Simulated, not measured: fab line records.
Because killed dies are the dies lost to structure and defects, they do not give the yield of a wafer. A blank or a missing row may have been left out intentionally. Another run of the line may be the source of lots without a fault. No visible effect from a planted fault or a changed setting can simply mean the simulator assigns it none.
fab line records	flow sfq-line
record: lots: 6	wafers: 18	last-day: 94
route steps=325 shown M1@62 I1@73 M2@88 I2@103 M8@325
lots that met no fault: from a run of the same line without faults
start-h: the number of hours between the record's first day and the start of the first shown wafer of the lot	wait-h: time in hours since the lot's previous step	" repeats the value in the row above	L1.1+2: several wafers, shown together as one row	- either no value or no given start	* or withheld: withheld	< > ~ a bound
route shown NAME@n: NAME is a module with steps in the file, n the number in the route of the first one	usual: the fault-free wafers' mean and standard deviation	same: alike in all rows	chamber/n: place in a boat	sites: readings site by site	_std_site: standard deviation of those values	_edge_site: outer sites' mean less inner sites'	radius-mm: for every site, how far away it sits from the centre of the wafer	mask NAME#n: copy n	behind: the last tool/chamber to shape the wafer	hold: the reason the lot was held/the length of the hold in hours/how it ended	device: which transistor (n, p or np) failed to switch	end of line: at the end of the route, the tests of the same wafers	a step with no rows: only its recipe	killed: at the first sort, the dies lost to defects and structure; wafer yield is something else	map: the dies of a wafer, with x for killed, . for not killed, _ for no die there
set.NAME: setting as actually run; set.NAME@STEP: the setting as run at that earlier step	model.NAME: the simulator's own value behind a step, which no gauge read
certain route steps with their lots: each step a table, each wafer a row
services: when a tool's chamber went out of use (start-h, in hours from the record's first day, below 0 if earlier), for how many hours, and the reason
== steps ==
step: SFQ_TRILAYER_M1_LITHO_COAT_044
recipe: resist: BARC	spin-rpm: 3000	resist-thk-nm: 62
step: SFQ_TRILAYER_M1_LITHO_COAT_039
recipe: resist: KrF	spin-rpm: 3000	resist-thk-nm: 600
step: SFQ_TRILAYER_M1_LITHO_SOFTBAKE_043
recipe: temp-c: withheld	time-s: withheld	resist: KrF
step: SFQ_TRILAYER_M1_LITHO_EXPOSE_040
recipe: mask-id: M1	na: 0.6	source-shape: conventional	sigma-outer: 0.65	target-cd-nm: 500	dose-mj: 14.4
step: SFQ_TRILAYER_M1_LITHO_PEB_042
recipe: peb-temp-c: 115	peb-time-s: 60	resist: KrF
step: SFQ_TRILAYER_M1_LITHO_DEVELOP_041
recipe: time-s: 60	resist: KrF
step: SFQ_M1_OVL_MEAS_911
usual: M1_OVL: 1/4.9
lot.wafer	tool	chamber	start-h	wait-h	M1_OVL[nm]
L933.2	overlay-02	-	280.75	0.1	6
L933.3	"	-	"	"	2
L933.4	"	-	"	"	6
L940.1	overlay-02	-	346.70	0.1	-4
L940.4	"	-	"	"	-8
L940.6	"	-	"	"	-8
L948.1	overlay-02	-	407.53	0.1	-1
L948.3	"	-	"	"	-4
L948.6	"	-	"	"	1
L949.3	overlay-02	-	408.75	0.1	1
L949.4	"	-	"	"	1
L949.5	"	-	"	"	-4
L950.1	overlay-01	-	414.73	0.1	-1
L950.2	"	-	"	"	6
L950.3	"	-	"	"	-6
L954.1	overlay-02	-	444.53	0.1	4
L954.3	"	-	"	"	-2
L954.5	"	-	"	"	3
step: SFQ_TRILAYER_M1_BARC_OPEN_METAL_ETCH_054
recipe: mask-material: PR	chemistry: O2	target-depth-nm: 125	target: BARC	icp-w: 600	bias-w: 80	pressure-mtorr: 10	time-s: 41.7
step: SFQ_TRILAYER_M1_ETCH_METAL_ETCH_042
recipe: target: Nb	stop-on: SiO2	mask-material: PR	chemistry: Cl2/Ar	target-depth-nm: 240	icp-w: 600	bias-w: 80	pressure-mtorr: 10	time-s: 120
step: SFQ_TRILAYER_M1_STRIP_STRIP_043
recipe: gas: O2	power-w: 200	platen-temp-c: 40	overash-fraction: 0.65	chemistry: O2	pressure-mtorr: 50
usual: drypump-motor-current-A: 5.8/0.45	he-backside-leak-sccm: 3.3/0.36	oes-product-au: 1.001/0.013
lot.wafer	tool	chamber	start-h	wait-h	drypump-motor-current-A	he-backside-leak-sccm	oes-product-au	rf-hours-counter-h
L933.2	rie-metal-02	0	280.96	0.1	6.3	3.2	0.983	31
L933.3	"	0	"	"	6.3	3.0	0.985	-
L933.4	"	1	"	"	5.9	3.1	1.003	-
L940.1	rie-metal-02	1	346.92	0.1	5.9	3.1	1.013	50
L940.4	"	0	"	"	6.3	3.2	0.997	-
L940.6	"	0	"	"	6.3	3.1	0.984	-
L948.1	rie-metal-04	1	407.75	0.1	5.7	3.2	1.008	103
L948.3	"	0	"	"	6.1	3.2	1.000	-
L948.6	"	0	"	"	6.1	3.1	0.999	-
L949.3	rie-metal-02	0	409.15	0.2	6.4	3.2	0.979	-
L949.4	"	1	"	"	5.8	3.3	1.021	-
L949.5	"	0	"	"	6.3	3.3	0.986	-
L950.1	rie-metal-02	1	414.95	0.1	5.9	3.2	1.006	61
L950.2	"	0	"	"	6.3	3.3	0.983	55
L950.3	"	1	"	"	5.8	3.2	1.014	-
L954.1	rie-metal-01	1	444.75	0.1	5.6	3.3	0.994	42
L954.3	"	1	"	"	5.6	3.5	0.985	-
L954.5	"	1	"	"	5.6	3.7	1.002	-
step: SFQ_TRILAYER_M1_STRIP_SOLV_CLEAN_044
recipe: chemistry: NMP	temp-c: 70	time-s: 600
step: SFQ_TRILAYER_I1_DEP_PECVD_045
recipe: material: SiO2	temp-c: 150	time-s: 111.11	pressure-torr: 2.4	rf-w: 183.3	precursor: SiH4/N2O	target-thk-nm: 500
usual: heater-power-w: 89/16	throttle-valve-pct: 25.5/1.2
lot.wafer	tool	chamber	start-h	wait-h	heater-power-w	throttle-valve-pct
L933.2	pecvd-04	0	281.74	0.0	71	26.9
L933.3	"	1	"	"	69	25.2
L933.4	"	2	"	"	112	23.8
L940.1	pecvd-04	2	347.70	0.0	106	24.0
L940.4	"	2	"	"	110	23.8
L940.6	"	1	"	"	73	25.3
L948.1	pecvd-04	2	408.53	0.0	113	23.8
L948.3	"	1	"	"	66	25.3
L948.6	"	2	"	"	95	24.2
L949.3	pecvd-03	0	409.73	0.0	92	26.1
L949.4	"	2	"	"	81	24.6
L949.5	"	1	"	"	93	24.7
L950.1	pecvd-02	0	415.73	0.0	105	26.7
L950.2	"	2	"	"	87	27.7
L950.3	"	1	"	"	107	25.7
L954.1	pecvd-03	2	445.53	0.0	82	25.0
L954.3	"	1	"	"	85	24.6
L954.5	"	0	"	"	93	26.0
step: SFQ_TRILAYER_I1_CMP_CMP_046
recipe: material: SiO2	down-force-psi: 3	platen-rpm: 60	pad-velocity-m-s: 0.94248
usual: motor-current-A: 10.2/0.75	time-to-endpoint-s: 207/11
lot.wafer	tool	chamber	start-h	wait-h	motor-current-A	time-to-endpoint-s	model.SiO2_of_TRILAYER_I1_DEP_PECVD_045.thk-nm
L933.4	cmp-01	2	281.82	0.0	10.7	212	199.2
L933.3	"	3	"	"	9.8	206	199.3
L933.2	"	1	283.32	1.5	9.9	211	198.6
L940.4	cmp-01	0	350.37	2.6	11.1	228	203.7
L940.1	"	1	"	"	9.8	205	200.9
L940.6	"	2	"	"	10.3	207	200.8
L948.3	cmp-02	0	411.01	2.4	10.8	196	197.2
L948.1	"	2	412.01	3.4	9.1	209	200
L948.6	"	1	413.51	4.9	9.4	221	199.3
L949.3	cmp-01	0	413.72	4.0	11.0	176	253.2
L949.4	"	1	"	"	10.0	210	201.8
L949.5	"	0	415.72	5.9	11.3	192	252.5
L950.3	cmp-01	0	419.22	3.5	10.6	185	249.8
L950.2	"	1	"	"	9.2	211	199.3
L950.1	"	2	"	"	10.6	207	199.6
L954.3	cmp-02	2	446.71	1.1	9.4	217	200.1
L954.1	"	0	447.71	2.1	11.3	199	197.4
L954.5	"	1	"	"	9.0	208	198.6
step: SFQ_I1_BOW_MEAS_912
recipe: mode: bow
usual: I1_BOW: 2/9.1
lot.wafer	tool	chamber	start-h	wait-h	I1_BOW[um]
L933.2	film-metro-02	-	284.84	1.0	8
L933.3	"	-	"	"	15
L933.4	"	-	"	"	2
L940.1	film-metro-01	-	352.37	1.0	-3
L940.4	"	-	"	"	10
L940.6	"	-	"	"	-11
L948.1	film-metro-01	-	414.01	1.5	-1
L948.3	"	-	"	"	7
L948.6	"	-	"	"	0
L949.3	film-metro-02	-	416.26	2.0	-7
L949.4	"	-	"	"	10
L949.5	"	-	"	"	-8
L950.1	film-metro-02	-	422.22	1.5	17
L950.2	"	-	"	"	6
L950.3	"	-	"	"	12
L954.1	film-metro-03	-	449.21	1.0	-24
L954.3	"	-	"	"	-11
L954.5	"	-	"	"	2
step: SFQ_TRILAYER_I1_METRO_MEASURE_047
usual: thk-nm: 199.0/1.4
lot.wafer	tool	chamber	start-h	wait-h	thk-nm
L933.2	film-metro-02	-	285.14	0.3	198.6
L933.3	"	-	"	"	199.5
L933.4	"	-	"	"	199.2
L940.1	film-metro-01	-	352.49	0.1	201.0
L940.4	"	-	"	"	203.6
L940.6	"	-	"	"	200.8
L948.1	film-metro-01	-	414.13	0.1	200.0
L948.3	"	-	"	"	197.3
L948.6	"	-	"	"	199.4
L949.3	film-metro-02	-	416.74	0.5	253.3
L949.4	"	-	"	"	201.8
L949.5	"	-	"	"	252.3
L950.1	film-metro-02	-	422.34	0.1	199.6
L950.2	"	-	"	"	199.2
L950.3	"	-	"	"	249.9
L954.1	film-metro-03	-	449.33	0.1	197.3
L954.3	"	-	"	"	200.1
L954.5	"	-	"	"	198.6
step: SFQ_TRILAYER_I1_VIA_LITHO_COAT_054
recipe: resist: BARC	spin-rpm: 3000	resist-thk-nm: 62
step: SFQ_TRILAYER_I1_VIA_LITHO_COAT_049
recipe: resist: KrF	spin-rpm: 3000	resist-thk-nm: 650
step: SFQ_TRILAYER_I1_VIA_LITHO_SOFTBAKE_053
recipe: temp-c: withheld	time-s: withheld	resist: KrF
step: SFQ_TRILAYER_I1_VIA_LITHO_EXPOSE_050
recipe: mask-id: I1	na: 0.6	source-shape: conventional	sigma-outer: 0.65	target-cd-nm: 500	dose-mj: 21.3
step: SFQ_TRILAYER_I1_VIA_LITHO_PEB_052
recipe: peb-temp-c: 115	peb-time-s: 60	resist: KrF
step: SFQ_TRILAYER_I1_VIA_LITHO_DEVELOP_051
recipe: time-s: 60	resist: KrF
step: SFQ_I1_OVL_MEAS_913
usual: I1_OVL: 0/6.1
lot.wafer	tool	chamber	start-h	wait-h	I1_OVL[nm]
L933.2	overlay-02	-	391.94	0.1	1
L933.3	"	-	"	"	-1
L933.4	"	-	"	"	5
L940.1	overlay-02	-	468.53	0.1	1
L940.4	"	-	"	"	-6
L940.6	"	-	"	"	-6
L948.1	overlay-01	-	537.50	0.1	6
L948.3	"	-	"	"	8
L948.6	"	-	"	"	3
L949.3	overlay-02	-	541.11	0.1	-1
L949.4	"	-	"	"	5
L949.5	"	-	"	"	-3
L950.1	overlay-02	-	550.70	0.1	-9
L950.2	"	-	"	"	5
L950.3	"	-	"	"	-3
L954.1	overlay-01	-	578.42	0.1	-7
L954.3	"	-	"	"	-1
L954.5	"	-	"	"	-2
step: SFQ_TRILAYER_I1_VIA_BARC_OPEN_VIA_ETCH_071
recipe: mask-material: PR	chemistry: O2	target-depth-nm: 125	target: BARC	source-w: 500	bias-w: 80	pressure-mtorr: 30	time-s: 41.7
step: SFQ_TRILAYER_I1_VIA_ETCH_VIA_ETCH_052
recipe: target: SiO2	stop-on: Nb	mask-material: PR	taper-deg: 20	chemistry: CHF3	target-depth-nm: 260	source-w: 500	bias-w: 80	pressure-mtorr: 30	time-s: withheld
usual: drypump-motor-current-A: 5.5/0.42	oes-product-au: 0.852/0.0057
lot.wafer	tool	chamber	start-h	wait-h	drypump-motor-current-A	oes-product-au	model.I1.feature-depth-nm	model.etch.depth-nm
L933.2	rie-diel-04	0	392.01	0.0	5.0	0.852	198.6	198.6
L933.3	"	1	"	"	5.6	0.850	199.3	199.3
L933.4	"	3	"	"	6.3	0.849	199.2	199.2
L940.1	rie-diel-01	3	468.61	0.0	5.6	0.853	200.9	200.9
L940.4	"	1	"	"	5.2	0.858	203.7	203.7
L940.6	"	2	"	"	4.8	0.863	200.8	200.8
L948.1	rie-diel-01	2	537.57	0.0	4.9	0.852	200	200
L948.3	"	3	"	"	5.6	0.846	197.2	197.2
L948.6	"	0	"	"	5.4	0.860	199.3	199.3
L949.3	rie-diel-04	3	541.17	0.0	6.3	0.983	253.2	253.2
L949.4	"	1	"	"	5.6	0.862	201.8	201.8
L949.5	"	3	"	"	6.3	0.974	252.5	252.5
L950.1	rie-diel-02	2	550.77	0.0	5.8	0.859	199.6	199.6
L950.2	"	0	"	"	5.5	0.855	199.3	199.3
L950.3	"	1	"	"	6.1	0.969	249.8	249.8
L954.1	rie-diel-02	3	578.50	0.0	5.9	0.846	197.4	197.4
L954.3	"	1	"	"	6.1	0.854	200.1	200.1
L954.5	"	1	"	"	6.1	0.849	198.6	198.6
step: SFQ_TRILAYER_I1_VIA_STRIP_STRIP_053
recipe: gas: O2	power-w: 200	platen-temp-c: 40	overash-fraction: 0.65	chemistry: O2	pressure-mtorr: 50
usual: drypump-motor-current-A: 5.9/0.44	he-backside-leak-sccm: 3.25/0.28	oes-product-au: 1.003/0.014
lot.wafer	tool	chamber	start-h	wait-h	drypump-motor-current-A	he-backside-leak-sccm	oes-product-au	rf-hours-counter-h
L933.2	rie-metal-04	0	392.12	-	6.2	3.02	1.002	0
L933.3	"	1	"	"	5.7	3.14	1.008	-
L933.4	"	0	"	"	6.2	3.04	1.003	-
L940.1	rie-metal-04	0	468.72	-	6.2	3.11	0.995	14
L940.4	"	1	"	"	5.7	3.19	1.023	-
L940.6	"	1	"	"	5.7	3.27	1.037	-
L948.1	rie-metal-02	0	537.69	-	6.3	3.10	0.981	76
L948.3	"	1	"	"	5.9	3.24	1.020	-
L948.6	"	1	"	"	5.8	3.26	1.015	-
L949.3	rie-metal-03	1	541.55	-	6.5	3.24	1.007	-
L949.4	"	0	"	"	5.0	3.52	0.993	-
L949.5	"	0	"	"	5.0	3.27	0.994	-
L950.1	rie-metal-02	1	550.89	-	5.9	3.17	1.018	84
L950.2	"	0	"	"	6.3	3.17	0.985	77
L950.3	"	1	"	"	5.8	3.21	1.017	-
L954.1	rie-metal-03	0	578.61	-	5.1	3.41	0.976	80
L954.3	"	1	"	"	6.5	3.39	1.005	-
L954.5	"	1	"	"	6.5	3.32	0.998	-
step: SFQ_TRILAYER_I1_VIA_STRIP_SOLV_CLEAN_054
recipe: chemistry: NMP	temp-c: 70	time-s: 600
step: SFQ_TRILAYER_M2_DEP_PRE_CLEAN_056
recipe: gas: Ar	time-s: 22.5	bias-v: 250
lot.wafer	tool	chamber	start-h	wait-h	model.SiO2_of_TRILAYER_I1_DEP_PECVD_045.thk-nm
L933.2	pvd-sputter-04	-	392.90	0.0	191.1
L933.3	"	-	"	"	191.8
L933.4	"	-	"	"	191.7
L940.1	pvd-sputter-04	-	469.50	0.0	193.4
L940.4	"	-	"	"	196.2
L940.6	"	-	"	"	193.3
L948.1	pvd-sputter-05	-	538.46	0.0	192.5
L948.3	"	-	"	"	189.7
L948.6	"	-	"	"	191.8
L949.3	pvd-sputter-03	-	542.26	0.0	245.7
L949.4	"	-	"	"	194.3
L949.5	"	-	"	"	245
L950.1	pvd-sputter-04	-	551.66	0.0	192.1
L950.2	"	-	"	"	191.8
L950.3	"	-	"	"	242.3
L954.1	pvd-sputter-04	-	579.39	0.0	189.9
L954.3	"	-	"	"	192.6
L954.5	"	-	"	"	191.1
step: SFQ_TRILAYER_M2_DEP_SPUTTER_055
recipe: material: Nb	base-pressure-pa: 1.33e-06	chamber-pressure-pa: 0.1333	substrate-temp-c: 20	resputter-cathode-voltage-v: 400	target-thk-nm: 200	power-w: 2000	time-s: 133.3
step: SFQ_M2_RS_MEAS_914
recipe: thk-meas-gauge: four-point-probe	reads: Nb_of_TRILAYER_M2_DEP_SPUTTER_055
usual: M2_NB_RS: 0.886/0.012
lot.wafer	tool	chamber	start-h	wait-h	M2_NB_RS[ohm/sq]
L933.2	film-metro-04	-	393.04	0.1	0.880
L933.3	"	-	"	"	0.896
L933.4	"	-	"	"	0.892
L940.1	film-metro-02	-	469.62	0.0	0.894
L940.4	"	-	"	"	0.898
L940.6	"	-	"	"	0.890
L948.1	film-metro-03	-	538.58	0.0	0.913
L948.3	"	-	"	"	0.896
L948.6	"	-	"	"	0.900
L949.3	film-metro-04	-	542.42	0.1	0.891
L949.4	"	-	"	"	0.888
L949.5	"	-	"	"	0.866
L950.1	film-metro-04	-	551.78	0.0	0.888
L950.2	"	-	"	"	0.905
L950.3	"	-	"	"	0.895
L954.1	film-metro-04	-	579.51	0.0	0.896
L954.3	"	-	"	"	0.887
L954.5	"	-	"	"	0.912
step: SFQ_TRILAYER_M2_LITHO_COAT_062
recipe: resist: BARC	spin-rpm: 3000	resist-thk-nm: 62
step: SFQ_TRILAYER_M2_LITHO_COAT_057
recipe: resist: KrF	spin-rpm: 3000	resist-thk-nm: 600
step: SFQ_TRILAYER_M2_LITHO_SOFTBAKE_061
recipe: temp-c: withheld	time-s: withheld	resist: KrF
step: SFQ_TRILAYER_M2_LITHO_EXPOSE_058
recipe: mask-id: M2	na: 0.6	source-shape: conventional	sigma-outer: 0.65	target-cd-nm: 500	dose-mj: 14.4
step: SFQ_TRILAYER_M2_LITHO_PEB_060
recipe: peb-temp-c: 115	peb-time-s: 60	resist: KrF
step: SFQ_TRILAYER_M2_LITHO_DEVELOP_059
recipe: time-s: 60	resist: KrF
step: SFQ_M2_OVL_MEAS_916
usual: M2_OVL: -2/5.3
lot.wafer	tool	chamber	start-h	wait-h	M2_OVL[nm]
L933.2	overlay-01	-	510.54	0.1	2
L933.3	"	-	"	"	4
L933.4	"	-	"	"	3
L940.1	overlay-02	-	607.82	0.1	5
L940.4	"	-	"	"	10
L940.6	"	-	"	"	0
L948.1	overlay-02	-	697.98	0.1	-1
L948.3	"	-	"	"	-6
L948.6	"	-	"	"	-6
L949.3	overlay-01	-	701.59	0.1	5
L949.4	"	-	"	"	4
L949.5	"	-	"	"	6
L950.1	overlay-01	-	703.98	0.1	2
L950.2	"	-	"	"	4
L950.3	"	-	"	"	-3
L954.1	overlay-02	-	724.46	0.1	-8
L954.3	"	-	"	"	-3
L954.5	"	-	"	"	-6
step: SFQ_TRILAYER_M2_BARC_OPEN_METAL_ETCH_077
recipe: mask-material: PR	chemistry: O2	target-depth-nm: 125	target: BARC	icp-w: 600	bias-w: 80	pressure-mtorr: 10	time-s: 41.7
step: SFQ_TRILAYER_M2_ETCH_METAL_ETCH_060
recipe: target: Nb	stop-on: SiO2	mask-material: PR	chemistry: Cl2/Ar	target-depth-nm: 240	icp-w: 600	bias-w: 80	pressure-mtorr: 10	time-s: 120
usual: drypump-motor-current-A: 5.6/0.56	he-backside-leak-sccm: 3.43/0.27	oes-product-au: 0.897/0.0085
lot.wafer	tool	chamber	start-h	wait-h	drypump-motor-current-A	he-backside-leak-sccm	oes-product-au	rf-hours-counter-h
L933.2	rie-metal-01	0	510.63	0.0	5.0	3.53	0.897	154
L933.3	"	0	"	"	5.0	3.52	0.897	-
L933.4	"	1	"	"	5.6	3.73	0.893	-
L940.1	rie-metal-03	0	607.93	0.1	5.0	3.31	0.897	85
L940.4	"	0	"	"	5.1	3.16	0.885	-
L940.6	"	1	"	"	6.5	3.28	0.893	-
L948.1	rie-metal-04	1	698.07	0.0	5.7	3.02	0.887	148
L948.3	"	1	"	"	5.7	3.23	0.893	-
L948.6	"	1	"	"	5.7	3.07	0.894	-
L949.3	rie-metal-04	1	701.71	0.1	5.7	3.34	0.893	-
L949.4	"	0	"	"	6.1	4.43	0.889	-
L949.5	"	0	"	"	6.1	3.26	0.909	-
L950.1	rie-metal-03	1	704.07	0.0	6.5	3.33	0.887	123
L950.2	"	0	"	"	5.1	3.45	0.882	99
L950.3	"	0	"	"	5.1	3.43	0.897	-
L954.1	rie-metal-03	1	724.56	0.0	6.5	3.38	0.895	126
L954.3	"	1	"	"	6.5	3.44	0.898	-
L954.5	"	0	"	"	5.1	3.08	0.885	-
step: SFQ_TRILAYER_M2_STRIP_STRIP_061
recipe: gas: O2	power-w: 200	platen-temp-c: 40	overash-fraction: 0.65	chemistry: O2	pressure-mtorr: 50
usual: drypump-motor-current-A: 5.6/0.56	he-backside-leak-sccm: 3.44/0.28	oes-product-au: 1.005/0.011
lot.wafer	tool	chamber	start-h	wait-h	drypump-motor-current-A	he-backside-leak-sccm	oes-product-au	rf-hours-counter-h
L933.2	rie-metal-01	0	510.75	0.1	5.0	3.83	1.000	154
L933.3	"	0	"	"	5.0	3.58	0.995	-
L933.4	"	1	"	"	5.6	3.38	1.008	-
L940.1	rie-metal-03	0	608.10	0.1	5.1	3.40	0.990	85
L940.4	"	0	"	"	5.1	3.11	0.991	-
L940.6	"	1	"	"	6.5	3.28	1.017	-
L948.1	rie-metal-04	1	698.20	0.1	5.7	3.40	1.012	148
L948.3	"	1	"	"	5.7	3.29	1.025	-
L948.6	"	1	"	"	5.7	3.44	1.026	-
L949.3	rie-metal-04	1	702.00	0.2	5.7	3.03	1.030	-
L949.4	"	0	"	"	6.2	3.20	1.007	-
L949.5	"	0	"	"	6.2	3.26	1.006	-
L950.1	rie-metal-03	1	704.20	0.1	6.5	3.34	1.016	124
L950.2	"	0	"	"	5.1	3.23	1.002	100
L950.3	"	0	"	"	5.1	3.33	0.991	-
L954.1	rie-metal-03	1	724.68	0.1	6.5	3.34	1.017	126
L954.3	"	1	"	"	6.5	3.32	1.004	-
L954.5	"	0	"	"	5.0	3.46	0.996	-
step: SFQ_TRILAYER_M2_STRIP_SOLV_CLEAN_062
recipe: chemistry: NMP	temp-c: 70	time-s: 600
step: SFQ_TRILAYER_I2_DEP_PECVD_063
recipe: material: SiO2	temp-c: 150	time-s: 111.11	pressure-torr: 2.4	rf-w: 183.3	precursor: SiH4/N2O	target-thk-nm: 500
step: SFQ_M8_BOW_MEAS_951
recipe: mode: bow
usual: M8_BOW: 9/11
lot.wafer	tool	chamber	start-h	wait-h	M8_BOW[um]	model.etest.i1.link-ohm
L933.2	film-metro-03	-	2044.46	0.0	-2	1.973
L933.3	"	-	"	"	7	1.981
L933.4	"	-	"	"	-6	1.973
L940.1	film-metro-01	-	2065.33	0.0	0	1.98
L940.4	"	-	"	"	12	1.967
L940.6	"	-	"	"	-7	1.968
L948.1	film-metro-04	-	2178.50	0.0	19	2
L948.3	"	-	"	"	28	1.992
L948.6	"	-	"	"	20	1.994
L949.3	film-metro-03	-	2180.94	0.0	-11	2.019
L949.4	"	-	"	"	6	1.97
L949.5	"	-	"	"	-12	1.986
L950.1	film-metro-01	-	2185.83	0.0	29	1.962
L950.2	"	-	"	"	20	2.019
L950.3	"	-	"	"	26	2.039
L954.1	film-metro-04	-	2251.95	0.0	-13	1.963
L954.3	"	-	"	"	1	1.961
L954.5	"	-	"	"	15	1.982
== services ==
tool	chamber	start-h	hours	kind
film-metro-02	-	257.66	1.4	pm
rie-metal-04	1	289.96	2.2	repair
pvd-sputter-04	-	326.95	5.4	repair
rie-metal-02	-	330.54	1.4	pm
rie-metal-04	1	331.70	15.4	repair
rie-metal-02	1	347.75	9.7	repair
rie-metal-02	-	348.86	2.8	pm
cmp-01	-	409.22	4.0	pm
rie-metal-02	1	436.21	2.1	repair
rie-metal-02	0	495.80	6.6	repair
rie-metal-02	-	509.67	0.5	repair
cmp-01	-	510.67	11.8	pm
rie-metal-04	-	513.30	0.9	repair
cmp-01	-	532.54	0.8	repair
cmp-01	-	600.44	6.7	pm
pvd-sputter-04	-	606.40	1.7	repair
pvd-sputter-04	-	646.79	6.1	repair
rie-metal-02	-	652.68	28.1	pm
cmp-01	-	652.70	6.2	repair
rie-metal-03	-	658.29	2.8	pm
cmp-01	-	661.86	5.6	pm
rie-metal-04	1	667.82	17.9	repair
cmp-01	-	707.00	1.7	repair
rie-metal-04	0	716.74	8.8	repair
== key ==
first-sign: step: SFQ_TRILAYER_I1_CMP_CMP_046	reading: time-to-endpoint-s	direction: down	sigmas: 2.2	usual: *	struck: *
effect: step: SFQ_TRILAYER_I1_METRO_MEASURE_047	reading: thk-nm	direction: up	sigmas: 37	usual: 199.0	struck: 251.8
effect: step: SFQ_TRILAYER_I1_VIA_ETCH_VIA_ETCH_052	reading: oes-product-au	direction: up	sigmas: 22	usual: 0.852	struck: 0.975
model-effect: step: SFQ_TRILAYER_I1_CMP_CMP_046	value: SiO2_of_TRILAYER_I1_DEP_PECVD_045.thk-nm	without: 201.8	struck: 251.8
model-effect: step: SFQ_TRILAYER_I1_VIA_ETCH_VIA_ETCH_052	value: I1.feature-depth-nm	without: 201.8	struck: 251.8
model-effect: step: SFQ_TRILAYER_M2_DEP_PRE_CLEAN_056	value: SiO2_of_TRILAYER_I1_DEP_PECVD_045.thk-nm	without: 194.3	struck: 244.3
model-effect: step: SFQ_M8_BOW_MEAS_951	value: etest.i1.link-ohm	without: 1.968	struck: 2.015
met-at SFQ_TRILAYER_I1_CMP_CMP_046
struck-wafers L949.3,L949.5,L950.3
onset-between 350.37 413.72
fault: kind: process-parameter-drift	tool: cmp-01	chamber: 0	onset-h: 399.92	steps: SFQ_TRILAYER_I1_CMP_CMP_046	channel: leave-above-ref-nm	offset: 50	shape: step	end-h: 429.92	acts-in: these-recipes-only	stated: 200
